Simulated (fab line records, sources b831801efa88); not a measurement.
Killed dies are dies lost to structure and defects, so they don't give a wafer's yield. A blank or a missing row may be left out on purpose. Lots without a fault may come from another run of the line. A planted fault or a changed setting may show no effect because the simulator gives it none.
Chamber matching | flow gf180mcu | GF_SAB_CVD_00 on pecvd-01: 3 sister chambers
The step deposits SiO2 from TEOS, target thk 50 nm, time 4.9302 s. 6 wafers are shown with their chamber, then 7 later ones without.

WAFERS WITH THEIR CHAMBER
wafer  | chamber | heater_power_w (W) | heater_power_outer_w (W)
L366.2 | 0       | 471                | 263
L367.4 | 0       | 432                | 241
L373.4 | 1       | 654                | 389
L373.6 | 2       | 651                | 378
L375.2 | 1       | 629                | 390
L375.3 | 2       | 658                | 356

WAFERS WITHOUT THEIR CHAMBER
wafer  | heater_power_w (W) | heater_power_outer_w (W)
L375.6 | 458                | 261
L376.4 | 460                | 259
L376.6 | 567                | 294
L377.1 | 656                | 378
L377.6 | 597                | 359
L379.3 | 614                | 397
L379.6 | 556                | 304

WHICH CHAMBER EACH WENT THROUGH
wafer  | from the rows above          | in truth
L375.6 | 0                            | 0
L376.4 | 0                            | 0
L376.6 | can't be placed: 0 or 2 or 1 | 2
L377.1 | can't be placed: 2 or 1      | 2
L377.6 | can't be placed: 2 or 1      | 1
L379.3 | can't be placed: 1 or 2      | 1
L379.6 | can't be placed: 0 or 2 or 1 | 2
Placed correctly: 2 of 7. Can't be placed from these rows: 5 (the true chamber is among the candidates in 5). Placed wrongly: 0.
How it was worked out, from the rows above alone: a wafer's distance from a chamber is the root of the sum, over the readings, of the square of ((its reading less the chamber's mean) divided by the reading's scatter). The wafer belongs to the nearest chamber; if the next one is less than 2 further off, it can't be placed. A chamber's mean is the mean of its shown wafers. The scatter: the root of (the sum of the squares of (reading less its chamber's mean) over the shown wafers, divided by (wafers less chambers)).
